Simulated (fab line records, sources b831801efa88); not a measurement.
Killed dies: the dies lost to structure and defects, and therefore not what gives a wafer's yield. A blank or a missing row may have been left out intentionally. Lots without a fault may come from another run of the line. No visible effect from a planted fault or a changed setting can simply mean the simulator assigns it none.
Chamber matching	flow sfq line	SFQ_TRILAYER_I0_DEP_PECVD_027 on pecvd-01: 3 sister chambers
The step deposits SiO2 from SiH4/N2O, time 111.11 s, target thk 500 nm. 14 wafers are shown with their chamber, then 7 later ones without.

EACH WAFER AND ITS CHAMBER
wafer	chamber	heater power w (W)	throttle valve pct (%)	rf fwd power W (W)
L414.2	1	133	22.7	181.6
L414.5	2	82	23.2	181.9
L414.6	1	109	22.6	183.3
L417.3	2	78	23.0	181.9
L417.4	0	86	22.5	181.4
L417.6	2	80	23.5	181.7
L421.2	1	124	22.6	181.9
L421.3	0	83	22.1	183.0
L421.6	0	85	22.4	182.8
L425.1	1	130	22.4	181.7
L425.3	2	87	23.5	182.4
L425.4	2	91	23.3	182.0
L428.3	1	117	22.7	181.7
L428.5	0	84	22.7	182.7

SIGNATURES (averages over the wafers above)
reading	chamber 0	chamber 1	chamber 2	scatter within a chamber
heater power w	84.50	122.60	83.60	6.74
throttle valve pct	22.425	22.600	23.300	0.197
rf fwd power W	182.475	182.040	181.980	0.594
Rule: for each reading, subtract the chamber's mean from the wafer's reading, divide by that reading's scatter and square the result; add these up over the readings and take the root, which gives the wafer's distance from the chamber. The wafer belongs to the nearest chamber; if the next one is less than 2 further off, it can't be placed. How the scatter is found: for the shown wafers, subtract from each reading the mean of its chamber, square and add these, divide the total by (wafers less chambers), then take the root.

WAFERS WITHOUT THEIR CHAMBER
wafer	heater power w (W)	throttle valve pct (%)	rf fwd power W (W)
L428.6	123	22.8	182.6
L434.1	94	23.5	182.2
L434.3	122	22.9	182.4
L434.5	95	23.2	183.0
L435.2	92	23.3	182.8
L435.4	93	23.3	183.5
L435.6	127	22.6	183.0

WHICH CHAMBER EACH WENT THROUGH
wafer	from the rows above	in truth
L428.6	1	1
L434.1	2	2
L434.3	1	1
L434.5	can't be placed: 2 or 0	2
L435.2	2	2
L435.4	2	2
L435.6	1	1
Correct placement for 6 of the 7. From these rows, 1 cannot be placed; in 1 the true chamber is one of the candidates. Number placed wrongly: 0.
